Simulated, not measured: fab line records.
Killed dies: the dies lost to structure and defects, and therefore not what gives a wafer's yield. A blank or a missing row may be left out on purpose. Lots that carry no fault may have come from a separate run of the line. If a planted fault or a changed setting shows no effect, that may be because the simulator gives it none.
A lot that was struck, set against a sound lot	flow sky130	36 out of 708 route steps
Sound: these wafers, L956.1, L956.2, L956.4. Struck: wafers L946.2, L946.5 (left out: L946.3, a lot-mate that was not struck); the cause follows at the end.
Each step with rows lists, per side, the tool, then ch with its chambers, then its first start. Under that, the readings that differ: sound wafers	struck wafers	difference of the means	sigmas: that difference in standard deviations of wafers without a fault.
alike: readings with means less than 2 such deviations apart, plus words and numbers identical on both sides. not compared: withheld readings, readings lacking a value on some wafer, bounds such as >300 that could conceal the same value, and numbers that have no deviation in the record and whose values overlap.
A row with sigmas, a row that says differs or no value, or rows on one side alone: a step with any of these is where the two part. When numbers do not overlap yet have no deviation, they are printed without sigmas and do not part them. A reading missing from all wafers of one side parts the sides only when that side holds two or more wafers.

first, 9 steps without rows for these wafers: SKY_LOCAL_INTERCONNECT_PEB_09; SKY_LOCAL_INTERCONNECT_DEVELOP_10 (develop time 60 s); SKY_LOCAL_INTERCONNECT_ETCH_13 (etches BARC in N2/H2, stops on SiO2, time 45.9 s, target depth 60 nm); SKY_LOCAL_INTERCONNECT_METAL_ETCH_14 (etches TiN in Cl2/BCl3, stops on PSG, target depth 110 nm, time 31.4 s); SKY_LOCAL_INTERCONNECT_STRIP_15 (strips in O2/N2); SKY_LOCAL_INTERCONNECT_STRIP_16 (strips in post etch residue remover, time 1200 s); SKY_LOCAL_INTERCONNECT_CLEAN_17 (cleans in IPA, time 180 s); SKY_LOCAL_INTERCONNECT_CLEAN_18 (cleans in O3/DIW); SKY_CONTACT_CVD_00 (deposits Si3N4, target thk 75 nm).
SKY_CONTACT_HDPCVD_02: deposits SiO2, target thk 565 nm, time 94.2 s.
  sound on hdpcvd-02 ch 1,2, day 37 03:49; struck on hdpcvd-02 ch 2, day 33 18:10
reading	sound	struck	difference	sigmas
model.SiO2_of_CONTACT_HDPCVD_02.thk-nm (nm)	568 574.4 567.7	204.2 208	-363.9	
SKY_CONTACT_THK_MEAS_03:
  sound on film-metro-04, day 37 03:53; struck on film-metro-01, day 33 18:15
reading	sound	struck	difference	sigmas
CONTACT_HDPCVD_THK (nm)	568 575 568	204 208	-364	-67
SKY_CONTACT_CMP_04: polishes SiO2.
  sound on cmp-02 ch 0,2,3, day 37 04:00; struck on cmp-01 ch 2, day 33 18:18
reading	sound	struck	difference	sigmas
time-to-endpoint-s (s)	86 85 89	40 37	-48	-14
  alike: motor-current-A, slurry-flow-ml-min
then, 9 steps without rows for these wafers: SKY_CONTACT_DEHYDRATE_06 (time 60 s); SKY_CONTACT_HMDS_07 (prime time 60 s); SKY_CONTACT_COAT_08 (resist thk 60 nm); SKY_CONTACT_COAT_09 (resist thk 450 nm); SKY_CONTACT_SOFTBAKE_10 (time 90 s); SKY_CONTACT_EXPOSE_11 (exposes mask CTM1, target cd 170 nm); SKY_CONTACT_PEB_12; SKY_CONTACT_DEVELOP_13 (develop time 60 s); SKY_CONTACT_ETCH_16 (etches BARC in N2/H2, stops on SiO2, time 45.9 s, target depth 60 nm).
SKY_CONTACT_ETCH_17: etches SiO2 in C4F8/O2/Ar, stops on Si3N4, target depth 340 nm.
  sound on rie-diel-02 ch 1,3, day 38 06:32; struck on rie-diel-02 ch 3, day 34 21:13
reading	sound	struck	difference	sigmas
oes-product-au (a.u.)	0.895 0.896 0.896	0.693 0.699	-0.200	-42
model.etch.depth-nm (nm)	342.4 340.1 341.4	204.2 208	-135.2	
model.CONTACT.feature-depth-nm (nm)	342.4 340.1 341.4	204.2 208	-135.2	
then, 12 steps without rows for these wafers: SKY_CONTACT_ETCH_18 (etches Si3N4 in CHF3/O2, stops on TiN, time 39 s, target depth 75 nm); SKY_CONTACT_STRIP_19 (strips in O2/N2); SKY_CONTACT_STRIP_20 (strips in post etch residue remover, time 1200 s); SKY_CONTACT_CLEAN_21 (cleans in IPA, time 180 s); SKY_CONTACT_CLEAN_22 (cleans in O3/DIW); SKY_CONTACT_SPUTTER_23 (material TiN, target thk 20 nm, time 80 s); SKY_CONTACT_CVD_24 (deposits W, target thk 340 nm, time 102.12 s); SKY_CONTACT_CMP_27 (polishes, stops on SiO2, t overpolish 15 s, target thk 0 nm); SKY_METAL1_SPUTTER_00 (material Ti, target thk 15 nm, time 10 s); SKY_METAL1_SPUTTER_01 (material TiN, target thk 20 nm, time 16.7 s); SKY_METAL1_SPUTTER_02 (material AlCu, target thk 250 nm, time 13.3 s); SKY_METAL1_SPUTTER_03 (material Ti, target thk 5 nm, time 3.3 s).
SKY_METAL1_METAL_ETCH_19: etches the open film in Cl2/BCl3, stops on SiO2, target depth 360 nm, time 78 s.
  sound on rie-metal-01 ch 0,1, day 39 08:16; struck on rie-metal-03 ch 1, day 36 01:11
reading	sound	struck	difference	sigmas
model.SiO2_of_CONTACT_HDPCVD_02.thk-nm (nm)	328.5 326.2 327.4	190.1 193.9	-135.4	
  alike: drypump-motor-current-A, oes-product-au, throttle-valve-pct
  not compared: rf-hours-counter-h
-- the record jumps here: 12 days lie between the struck wafers' starts before and after (it left off in module METAL1 and takes up again in module PAD_OPEN, whose first step shown is number 708 of the route) --
SKY_PAD_OPEN_PROBE_99:
  sound on prober-02, day 50 13:21; struck on prober-01, day 48 07:38
reading	sound	struck	difference	sigmas
model.etest.met1-comb.leak-log10-a-um	-11.85 -12.12 -12.01	-7.184 -7.094	+4.854	
  not compared: model.etest.mcon-chain.rc-ohm

== WHERE THEY PART ==
First at SKY_CONTACT_THK_MEAS_03; last, within this record, at SKY_CONTACT_ETCH_17. Later steps at which nothing parts them and some readings are alike: SKY_METAL1_METAL_ETCH_19.

WHY: the cause the simulator had injected
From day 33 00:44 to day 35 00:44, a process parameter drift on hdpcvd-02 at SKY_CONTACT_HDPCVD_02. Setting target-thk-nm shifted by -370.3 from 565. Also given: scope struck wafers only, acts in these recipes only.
